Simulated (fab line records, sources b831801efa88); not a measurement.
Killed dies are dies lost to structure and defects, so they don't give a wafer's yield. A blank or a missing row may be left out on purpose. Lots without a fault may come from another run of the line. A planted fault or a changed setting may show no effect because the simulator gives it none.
fab line records | flow sky130
record lots=14 wafers=42 last_day=50
route steps=708 shown GATE_OXIDE@203 VIA1@478 METAL2@499 VIA2@510
lots that met no fault: from a run of the same line without faults
start_h: hours from the record's first day to the start of the lot's first wafer shown | wait_h: hours since the lot's step before | " the same as in the row above | L1.1+2: a row that stands for several wafers | - no value, or no start given | * or withheld: withheld | < > ~ a bound
route shown NAME@n: a module of which the file shows steps, and the number in the route of the first | usual: mean/standard deviation of fault-free wafers | same: alike in all rows | chamber/n: place in a boat | sites: the reading at each site | _std_site: their standard deviation | _edge_site: outer sites' mean less inner sites' | radius_mm: how far each site lies from the wafer's centre | mask NAME#n: copy n | behind: the tool/chamber that last shaped the wafer | hold: why the lot was held/for how many hours/how that ended | device: the transistor (n, p or np) that didn't switch | end of line: the same wafers' tests at the end of the route | a step without rows: its recipe alone | killed: dies lost to structure and defects at the first sort, not the wafer's yield | map: a wafer's dies, x killed, . not, _ none there
set.NAME: the setting as run; set.NAME@STEP: as run at that earlier step | model.NAME: the simulator's own value behind a step, which no gauge read
steps of the route over a sample of lots; a table a step, a row a wafer
services: from which hour (start_h, from the record's first day; less than 0 if before it) a tool's chamber was out of use, for how many hours, and why
## steps
# step SKY_GATE_OXIDE_OXIDATION_16
# recipe temp_c=800 ambient=O2 idle_temp_c=700 ramp_up_c_per_min=10 ramp_down_c_per_min=3 stabilise_s=600 purge_s=300 target_thk_a=35.7 ox_time_s=1915
# usual stabilise_s=600/0
# columns lot.wafer tool chamber start_h wait_h stabilise_s
L943.1 furnace-01 0 311.48 5.7 600
L943.3 " 0 " " 600
L943.5 " 0 " " 600
L944.2 furnace-01 0 317.25 3.8 600
L944.3 " 0 " " 600
L944.5 " 0 " " 600
L945.2 furnace-01 0 327.41 2.1 600
L945.3 " 0 " " 600
L945.4 " 0 " " 600
L946.1 furnace-01 0 335.37 0.0 600
L946.5 " 0 " " 600
L946.6 " 0 " " 600
L947.1 furnace-02 0 343.40 0.0 600
L947.3 " 0 " " 600
L947.5 " 0 " " 600
L948.3 furnace-01 0 349.34 0.0 600
L948.4 " 0 " " 600
L948.6 " 0 " " 600
L949.1 furnace-01 0 374.60 6.6 5400
L949.2 " 0 " " 5400
L949.4 " 0 " " 5400
L950.2 furnace-01 0 374.60 7.5 5400
L950.4 " 0 " " 5400
L950.5 " 0 " " 5400
L959.1 furnace-01 0 443.84 0.0 600
L959.2 " 0 " " 600
L959.5 " 0 " " 600
L962.2 furnace-02 0 465.82 0.6 600
L962.5 " 0 " " 600
L962.6 " 0 " " 600
L963.2 furnace-01 0 477.85 0.5 600
L963.3 " 0 " " 600
L963.4 " 0 " " 600
L964.1 furnace-01 0 486.44 0.0 600
L964.4 " 0 " " 600
L964.6 " 0 " " 600
L965.2 furnace-01 0 494.51 1.6 600
L965.3 " 0 " " 600
L965.6 " 0 " " 600
L966.1 furnace-01 0 497.29 0.8 600
L966.2 " 0 " " 600
L966.3 " 0 " " 600
# step SKY_VIA1_SPUTTER_20
# recipe material=TiN target_thk_nm=20 chamber_pressure_pa=5 power_w=4000 time_s=80
# usual throttle_valve_pct=30.0/0.75
# columns lot.wafer tool chamber start_h wait_h throttle_valve_pct
L943.1 pvd_sputter-02 - 794.36 0.0 29.8
L943.3 " - " " 30.2
L943.5 " - " " 29.5
L944.2 pvd_sputter-01 - 798.47 0.0 30.7
L944.3 " - " " 29.5
L944.5 " - " " 29.3
L945.2 pvd_sputter-02 - 805.49 0.0 29.7
L945.3 " - " " 30.6
L945.4 " - " " 28.9
L946.1 pvd_sputter-01 - 815.33 0.0 31.6
L946.5 " - " " 31.2
L946.6 " - " " 31.0
L947.1 pvd_sputter-02 - 820.53 0.0 30.4
L947.3 " - " " 29.3
L947.5 " - " " 30.3
L948.3 pvd_sputter-01 - 828.26 0.0 29.2
L948.4 " - " " 29.7
L948.6 " - " " 29.4
L949.1 pvd_sputter-03 - 863.07 0.0 30.4
L949.2 " - " " 29.6
L949.4 " - " " 30.5
L950.2 pvd_sputter-01 - 864.22 0.0 31.1
L950.4 " - " " 30.7
L950.5 " - " " 30.8
L959.1 pvd_sputter-02 - 909.85 0.0 28.9
L959.2 " - " " 30.4
L959.5 " - " " 30.2
L962.2 pvd_sputter-01 - 925.63 0.0 29.5
L962.5 " - " " 29.9
L962.6 " - " " 30.9
L963.2 pvd_sputter-01 - 944.84 0.0 31.4
L963.3 " - " " 29.4
L963.4 " - " " 29.3
L964.1 pvd_sputter-03 - 947.89 0.0 30.1
L964.4 " - " " 30.6
L964.6 " - " " 30.4
L965.2 pvd_sputter-01 - 954.34 0.0 29.6
L965.3 " - " " 29.6
L965.6 " - " " 29.4
L966.1 pvd_sputter-02 - 956.95 0.0 29.7
L966.2 " - " " 29.3
L966.3 " - " " 28.8
# step SKY_METAL2_OVL_MEAS_16
# usual METAL2_OVL=2/6.1
# columns lot.wafer tool chamber start_h wait_h METAL2_OVL[nm]
L943.1 overlay-02 - 820.97 0.1 5
L943.3 " - " " 5
L943.5 " - " " 8
L944.2 overlay-01 - 826.17 0.1 3
L944.3 " - " " -3
L944.5 " - " " -3
L945.2 overlay-02 - 833.27 0.1 5
L945.3 " - " " 6
L945.4 " - " " -1
L946.1 overlay-01 - 842.39 0.1 7
L946.5 " - " " 8
L946.6 " - " " 11
L947.1 overlay-02 - 848.17 0.1 0
L947.3 " - " " 12
L947.5 " - " " 11
L948.3 overlay-01 - 855.23 0.1 2
L948.4 " - " " -9
L948.6 " - " " -4
L949.1 overlay-02 - 889.26 0.1 6
L949.2 " - " " 3
L949.4 " - " " 5
L950.2 overlay-02 - 891.42 0.1 -13
L950.4 " - " " -9
L950.5 " - " " 3
L959.1 overlay-02 - 937.69 0.1 -3
L959.2 " - " " 8
L959.5 " - " " -3
L962.2 overlay-02 - 954.24 0.1 6
L962.5 " - " " -3
L962.6 " - " " 3
L963.2 overlay-01 - 969.79 0.1 4
L963.3 " - " " 11
L963.4 " - " " 9
L964.1 overlay-02 - 973.07 0.1 4
L964.4 " - " " -5
L964.6 " - " " 0
L965.2 overlay-02 - 979.72 0.1 -1
L965.3 " - " " 9
L965.6 " - " " 1
L966.1 overlay-01 - 981.47 0.1 16
L966.2 " - " " 0
L966.3 " - " " 10
# step SKY_VIA2_BOW_MEAS_03
# recipe mode=bow
# usual VIA2_BOW=86/6.7
# columns lot.wafer tool chamber start_h wait_h VIA2_BOW[um]
L943.1 film_metro-02 - 822.31 0.1 85
L943.3 " - " " 107
L943.5 " - " " 84
L944.2 film_metro-04 - 827.82 0.2 82
L944.3 " - " " 87
L944.5 " - " " 83
L945.2 film_metro-04 - 834.58 0.2 89
L945.3 " - " " 95
L945.4 " - " " 92
L946.1 film_metro-04 - 843.87 0.1 81
L946.5 " - " " 88
L946.6 " - " " 80
L947.1 film_metro-02 - 849.47 0.2 95
L947.3 " - " " 81
L947.5 " - " " 82
L948.3 film_metro-04 - 856.74 0.3 75
L948.4 " - " " 77
L948.6 " - " " 69
L949.1 film_metro-04 - 890.56 0.1 77
L949.2 " - " " 85
L949.4 " - " " 82
L950.2 film_metro-01 - 892.79 0.1 87
L950.4 " - " " 76
L950.5 " - " " 84
L959.1 film_metro-04 - 940.25 0.1 79
L959.2 " - " " 92
L959.5 " - " " 92
L962.2 film_metro-04 - 955.90 0.1 89
L962.5 " - " " 93
L962.6 " - " " 93
L963.2 film_metro-02 - 971.11 0.1 93
L963.3 " - " " 87
L963.4 " - " " 91
L964.1 film_metro-02 - 974.40 0.1 83
L964.4 " - " " 85
L964.6 " - " " 88
L965.2 film_metro-04 - 981.04 0.2 93
L965.3 " - " " 76
L965.6 " - " " 80
L966.1 film_metro-04 - 982.80 0.2 83
L966.2 " - " " 92
L966.3 " - " " 91
## services
# columns tool chamber start_h hours kind
pvd_sputter-02 - 337.59 19.6 repair
furnace-02 - 359.00 14.8 repair
pvd_sputter-02 - 368.87 1.1 repair
furnace-02 - 373.80 3.1 pm
pvd_sputter-01 - 380.75 3.6 repair
pvd_sputter-02 - 405.42 19.9 repair
furnace-01 - 418.78 3.0 pm
pvd_sputter-02 - 460.57 3.1 repair
pvd_sputter-02 - 489.02 1.5 repair
furnace-01 - 502.99 4.1 pm
furnace-01 - 535.37 7.6 repair
pvd_sputter-02 - 542.85 2.5 repair
pvd_sputter-02 - 566.50 2.4 repair
furnace-01 - 588.18 3.6 pm
pvd_sputter-01 - 596.76 27.0 repair
pvd_sputter-02 - 607.23 0.6 repair
pvd_sputter-02 - 675.94 6.3 repair
pvd_sputter-02 - 687.92 0.9 repair
furnace-01 - 719.72 2.8 repair
furnace-01 - 722.54 4.9 pm
furnace-01 - 755.70 3.0 pm
furnace-01 - 775.66 3.3 pm
furnace-01 - 937.87 3.7 pm
furnace-01 - 944.98 11.4 pm
## key
first_sign step=SKY_GATE_OXIDE_OXIDATION_16 reading=stabilise_s direction=up sigmas=99+ usual=600 struck=5400
effect none on later readings
met_at SKY_GATE_OXIDE_OXIDATION_16
struck_lots L949,L950
tester_left_out L949,L950
not_acting_at SKY_VIA1_SPUTTER_20,SKY_METAL2_OVL_MEAS_16,SKY_VIA2_BOW_MEAS_03
onset_between 349.34 374.60
fault kind=process_parameter_drift tool=furnace-01 chamber=- onset_h=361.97 steps=SKY_GATE_OXIDE_OXIDATION_16 channel=stabilise_s offset=4800 shape=step end_h=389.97 acts_in=these_recipes_only stated=600
# tester_left_out: of these lots the tester's yield and bins aren't shown, on N5 and GAA mostly nor the transistor test; their killed dies are dies lost to structure and defects alone, not to doping, threshold or leakage, so they don't give the yield
